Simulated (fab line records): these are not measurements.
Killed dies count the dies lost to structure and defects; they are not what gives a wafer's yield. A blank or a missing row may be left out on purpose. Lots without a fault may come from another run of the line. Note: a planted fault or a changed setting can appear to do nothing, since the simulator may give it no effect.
Chamber matching :: flow sfq-line :: cmp-01 running SFQ_TRILAYER_A5B_CMP_CMP_130: 4 sister chambers
The step polishes, stops on Nb, target thk 340.7 nm. 8 wafers are shown with their chamber, then 8 later ones without.

WAFERS, EACH WITH ITS CHAMBER
wafer: L547.4
chamber: 2
motor-current-A (A): 9.8
slurry-flow-ml-min: 150.8

wafer: L549.3
chamber: 2
motor-current-A (A): 9.7
slurry-flow-ml-min: 150.0

wafer: L550.5
chamber: 1
motor-current-A (A): 10.2
slurry-flow-ml-min: 149.9

wafer: L551.3
chamber: 1
motor-current-A (A): 10.2
slurry-flow-ml-min: 149.9

wafer: L554.2
chamber: 0
motor-current-A (A): 10.4
slurry-flow-ml-min: 149.7

wafer: L554.3
chamber: 3
motor-current-A (A): 10.1
slurry-flow-ml-min: 149.9

wafer: L554.6
chamber: 3
motor-current-A (A): 10.1
slurry-flow-ml-min: 151.1

wafer: L555.1
chamber: 0
motor-current-A (A): 10.7
slurry-flow-ml-min: 149.8

WAFERS WITH NO CHAMBER GIVEN
wafer: L555.3
motor-current-A (A): 10.2
slurry-flow-ml-min: 150.5

wafer: L555.2
motor-current-A (A): 10.1
slurry-flow-ml-min: 150.3

wafer: L567.1
motor-current-A (A): 10.3
slurry-flow-ml-min: 150.3

wafer: L567.2
motor-current-A (A): 10.7
slurry-flow-ml-min: 149.7

wafer: L567.3
motor-current-A (A): 9.2
slurry-flow-ml-min: 149.1

wafer: L568.2
motor-current-A (A): 9.6
slurry-flow-ml-min: 150.2

wafer: L568.4
motor-current-A (A): 10.1
slurry-flow-ml-min: 150.2

wafer: L568.5
motor-current-A (A): 10.0
slurry-flow-ml-min: 150.0

EACH ONE'S CHAMBER
wafer: L555.3
from the rows above: can't be placed: 3 or 1
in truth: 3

wafer: L555.2
from the rows above: can't be placed: 3 or 1
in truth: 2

wafer: L567.1
from the rows above: can't be placed: 1 or 3 or 0
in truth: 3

wafer: L567.2
from the rows above: 0
in truth: 0

wafer: L567.3
from the rows above: 2
in truth: 2

wafer: L568.2
from the rows above: 2
in truth: 2

wafer: L568.4
from the rows above: can't be placed: 3 or 1
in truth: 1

wafer: L568.5
from the rows above: can't be placed: 3 or 1 or 2
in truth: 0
3 of 8 placed correctly. From these rows, 5 cannot be placed; in 3 the true chamber is one of the candidates. Wrongly placed: 0.
How it was worked out, from the rows above alone: a wafer's distance from a chamber is the root of the sum, over the readings, of the square of ((its reading less the chamber's mean) divided by the reading's scatter). If the next closest chamber is less than 2 further off than the closest, the wafer can't be placed; otherwise it belongs to the closest. A chamber's mean is the mean of its shown wafers. The scatter is the square root of a quotient: the sum, over the shown wafers, of each reading's squared deviation from its chamber's mean, divided by wafers minus chambers.
